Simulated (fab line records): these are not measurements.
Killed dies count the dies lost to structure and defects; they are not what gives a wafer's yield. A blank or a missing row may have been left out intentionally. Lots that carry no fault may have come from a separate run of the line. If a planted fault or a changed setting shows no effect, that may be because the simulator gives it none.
Tool commonality check || flow gf180mcu || Sampled: 10 lots, 31 wafers

== WHY IT WAS OPENED ==
1 of 10 lots carry a flag on the reading V2_W_RS at GF_V2_RS_MEAS_24. Wafers without a fault read 0.327 ohm/sq, standard deviation 0.007.
Rule: a lot gets a flag if all its wafers with a number sit over 4 standard deviations from that mean, or if no wafer of it has a number. As for the other lots, they are considered sound.

{"lot": "L427", "measured": "day 20 06:11", "on": "filmMetro-01", "V2_W_RS (ohm/sq), wafer by wafer": "0.332 0.314 0.331", "flag": ""}
{"lot": "L429", "measured": "day 21 02:37", "on": "filmMetro-03", "V2_W_RS (ohm/sq), wafer by wafer": "0.327 0.334 0.332", "flag": ""}
{"lot": "L430", "measured": "day 21 18:09", "on": "filmMetro-04", "V2_W_RS (ohm/sq), wafer by wafer": "0.334 0.337 0.329", "flag": ""}
{"lot": "L432", "measured": "day 22 09:00", "on": "filmMetro-04", "V2_W_RS (ohm/sq), wafer by wafer": "0.333 0.332 0.328", "flag": ""}
{"lot": "L434", "measured": "day 22 23:52", "on": "filmMetro-03", "V2_W_RS (ohm/sq), wafer by wafer": "0.333 0.331 0.331", "flag": ""}
{"lot": "L435", "measured": "day 23 10:52", "on": "filmMetro-03", "V2_W_RS (ohm/sq), wafer by wafer": "0.331 0.316 0.314", "flag": ""}
{"lot": "L436", "measured": "day 23 19:27", "on": "filmMetro-03", "V2_W_RS (ohm/sq), wafer by wafer": "0.320 0.322 0.317", "flag": ""}
{"lot": "L438", "measured": "day 24 17:51", "on": "filmMetro-01", "V2_W_RS (ohm/sq), wafer by wafer": "0.317 0.314 0.327", "flag": ""}
{"lot": "L446", "measured": "day 26 20:18", "on": "filmMetro-04", "V2_W_RS (ohm/sq), wafer by wafer": "0.284 0.296 0.283 0.295", "flag": "FLAGGED"}
{"lot": "L448", "measured": "day 27 15:36", "on": "filmMetro-03", "V2_W_RS (ohm/sq), wafer by wafer": "0.325 0.327 0.328", "flag": ""}
The numbers of the flagged lots are 0.289 ohm/sq on average: -0.038 ohm/sq against the usual, or -5 standard deviations.

== WHICH TOOL RAN EACH LOT ==
The record holds 4 process steps before the reading, out of a route of 602 steps. Cell contents, in order: the tool; ch with the chambers the sampled wafers went through; the start.
{"lot": "L427", "flag": "", "GF_CONTACT_SPUTTER_22": "pvdSputter-02, day 16 01:35", "GF_V2_ETCH_16": "rieDiel-02 ch 0,2,3, day 20 05:16", "GF_V2_STRIP_18": "plasmaAsher-02 ch 0,1, day 20 05:25", "GF_V2_CVD_23": "cvdW-02 ch 0,1, day 20 06:04"}
{"lot": "L429", "flag": "", "GF_CONTACT_SPUTTER_22": "pvdSputter-03, day 16 21:23", "GF_V2_ETCH_16": "rieDiel-02 ch 0,1, day 21 01:44", "GF_V2_STRIP_18": "plasmaAsher-03 ch 0,1, day 21 01:52", "GF_V2_CVD_23": "cvdW-01 ch 0,1, day 21 02:30"}
{"lot": "L430", "flag": "", "GF_CONTACT_SPUTTER_22": "pvdSputter-03, day 17 11:29", "GF_V2_ETCH_16": "rieDiel-03 ch 0,1,3, day 21 16:56", "GF_V2_STRIP_18": "plasmaAsher-02 ch 0,1, day 21 17:04", "GF_V2_CVD_23": "cvdW-01 ch 0,1, day 21 18:02"}
{"lot": "L432", "flag": "", "GF_CONTACT_SPUTTER_22": "pvdSputter-04, day 18 04:05", "GF_V2_ETCH_16": "rieDiel-02 ch 1,2,3, day 22 08:08", "GF_V2_STRIP_18": "plasmaAsher-04 ch 0,1, day 22 08:16", "GF_V2_CVD_23": "cvdW-01 ch 0, day 22 08:53"}
{"lot": "L434", "flag": "", "GF_CONTACT_SPUTTER_22": "pvdSputter-03, day 18 18:13", "GF_V2_ETCH_16": "rieDiel-01 ch 0,1, day 22 22:59", "GF_V2_STRIP_18": "plasmaAsher-02 ch 0,1, day 22 23:07", "GF_V2_CVD_23": "cvdW-01 ch 1, day 22 23:44"}
{"lot": "L435", "flag": "", "GF_CONTACT_SPUTTER_22": "pvdSputter-03, day 19 05:44", "GF_V2_ETCH_16": "rieDiel-01 ch 1,3, day 23 09:58", "GF_V2_STRIP_18": "plasmaAsher-02 ch 0,1, day 23 10:05", "GF_V2_CVD_23": "cvdW-02 ch 0,1, day 23 10:44"}
{"lot": "L436", "flag": "", "GF_CONTACT_SPUTTER_22": "pvdSputter-03, day 19 15:30", "GF_V2_ETCH_16": "rieDiel-01 ch 0,1, day 23 18:35", "GF_V2_STRIP_18": "plasmaAsher-03 ch 0,1, day 23 18:43", "GF_V2_CVD_23": "cvdW-02 ch 0, day 23 19:20"}
{"lot": "L438", "flag": "", "GF_CONTACT_SPUTTER_22": "pvdSputter-04, day 20 14:16", "GF_V2_ETCH_16": "rieDiel-03 ch 2,3, day 24 16:59", "GF_V2_STRIP_18": "plasmaAsher-02 ch 0,1, day 24 17:07", "GF_V2_CVD_23": "cvdW-02 ch 0,1, day 24 17:44"}
{"lot": "L446", "flag": "FLAGGED", "GF_CONTACT_SPUTTER_22": "pvdSputter-04, day 23 00:20", "GF_V2_ETCH_16": "rieDiel-03 ch 0,1, day 26 19:22", "GF_V2_STRIP_18": "plasmaAsher-02 ch 0,1, day 26 19:31", "GF_V2_CVD_23": "cvdW-01 ch 0,1, day 26 20:11"}
{"lot": "L448", "flag": "", "GF_CONTACT_SPUTTER_22": "pvdSputter-03, day 23 19:43", "GF_V2_ETCH_16": "rieDiel-03 ch 1,3, day 27 14:22", "GF_V2_STRIP_18": "plasmaAsher-04 ch 0,1, day 27 14:29", "GF_V2_CVD_23": "cvdW-02 ch 1, day 27 15:28"}
What these steps do:
- GF_CONTACT_SPUTTER_22: material Ti, target thk 15 nm, time 80.02 s.
- GF_V2_ETCH_16: etches BARC in N2/H2.
- GF_V2_STRIP_18: strips in O2/N2.
- GF_V2_CVD_23: deposits W, target thk 350 nm, time 104.94 s.
- GF_V2_RS_MEAS_24: measures by four-point-probe.

== FLAGGED AGAINST TOTAL, ONE TOOL AT A TIME (gauges that did the reading follow at the end) ==
{"step": "GF_CONTACT_SPUTTER_22", "tool": "pvdSputter-02", "lots run": 1, "flagged": 0, "share of the flagged lots": "none", "sound lots run after its first flagged lot": "-"}
{"step": "GF_CONTACT_SPUTTER_22", "tool": "pvdSputter-03", "lots run": 6, "flagged": 0, "share of the flagged lots": "none", "sound lots run after its first flagged lot": "-"}
{"step": "GF_CONTACT_SPUTTER_22", "tool": "pvdSputter-04", "lots run": 3, "flagged": 1, "share of the flagged lots": "all", "sound lots run after its first flagged lot": 0}
{"step": "GF_V2_ETCH_16", "tool": "rieDiel-01", "lots run": 3, "flagged": 0, "share of the flagged lots": "none", "sound lots run after its first flagged lot": "-"}
{"step": "GF_V2_ETCH_16", "tool": "rieDiel-02", "lots run": 3, "flagged": 0, "share of the flagged lots": "none", "sound lots run after its first flagged lot": "-"}
{"step": "GF_V2_ETCH_16", "tool": "rieDiel-03", "lots run": 4, "flagged": 1, "share of the flagged lots": "all", "sound lots run after its first flagged lot": "1 (L448)"}
{"step": "GF_V2_STRIP_18", "tool": "plasmaAsher-02", "lots run": 6, "flagged": 1, "share of the flagged lots": "all", "sound lots run after its first flagged lot": 0}
{"step": "GF_V2_STRIP_18", "tool": "plasmaAsher-03", "lots run": 2, "flagged": 0, "share of the flagged lots": "none", "sound lots run after its first flagged lot": "-"}
{"step": "GF_V2_STRIP_18", "tool": "plasmaAsher-04", "lots run": 2, "flagged": 0, "share of the flagged lots": "none", "sound lots run after its first flagged lot": "-"}
{"step": "GF_V2_CVD_23", "tool": "cvdW-01", "lots run": 5, "flagged": 1, "share of the flagged lots": "all", "sound lots run after its first flagged lot": 0}
{"step": "GF_V2_CVD_23", "tool": "cvdW-02", "lots run": 5, "flagged": 0, "share of the flagged lots": "none", "sound lots run after its first flagged lot": "-"}
{"step": "GF_V2_RS_MEAS_24", "tool": "filmMetro-01", "lots run": 2, "flagged": 0, "share of the flagged lots": "none", "sound lots run after its first flagged lot": "-"}
{"step": "GF_V2_RS_MEAS_24", "tool": "filmMetro-03", "lots run": 5, "flagged": 0, "share of the flagged lots": "none", "sound lots run after its first flagged lot": "-"}
{"step": "GF_V2_RS_MEAS_24", "tool": "filmMetro-04", "lots run": 3, "flagged": 1, "share of the flagged lots": "all", "sound lots run after its first flagged lot": 0}

== WHAT IS ALLOWED BY THE TABLE ==
5 rows of the table ran every flagged lot: pvdSputter-04 at GF_CONTACT_SPUTTER_22, rieDiel-03 at GF_V2_ETCH_16, plasmaAsher-02 at GF_V2_STRIP_18, cvdW-01 at GF_V2_CVD_23, filmMetro-04 at GF_V2_RS_MEAS_24.
- pvdSputter-04 at GF_CONTACT_SPUTTER_22: 1 of its 3 lots flagged. It ran its last sound lot, L438, at day 20 14:16 and its first flagged lot, L446, at day 23 00:20: a fault with its onset between the two fits.
- rieDiel-03 at GF_V2_ETCH_16: 1 of its 4 lots flagged. Sound lots ran on it after the first flagged one (L448), which a lasting fault on the whole tool wouldn't allow.
- plasmaAsher-02 at GF_V2_STRIP_18: 1 of its 6 lots flagged. It ran its last sound lot, L438, at day 24 17:07 and its first flagged lot, L446, at day 26 19:31: a fault with its onset between the two fits.
- cvdW-01 at GF_V2_CVD_23: 1 of its 5 lots flagged. It ran its last sound lot, L434, at day 22 23:44 and its first flagged lot, L446, at day 26 20:11: a fault with its onset between the two fits.
- filmMetro-04 at GF_V2_RS_MEAS_24: 1 of its 3 lots flagged. It ran its last sound lot, L432, at day 22 09:00 and its first flagged lot, L446, at day 26 20:18: a fault with its onset between the two fits.
Because each of these 4 tools fits a fault that began at some hour, counting lots does not separate them. More lots, or a look at what each step does to the wafer, might.

== WHAT THE SIMULATOR HAD INSERTED ==
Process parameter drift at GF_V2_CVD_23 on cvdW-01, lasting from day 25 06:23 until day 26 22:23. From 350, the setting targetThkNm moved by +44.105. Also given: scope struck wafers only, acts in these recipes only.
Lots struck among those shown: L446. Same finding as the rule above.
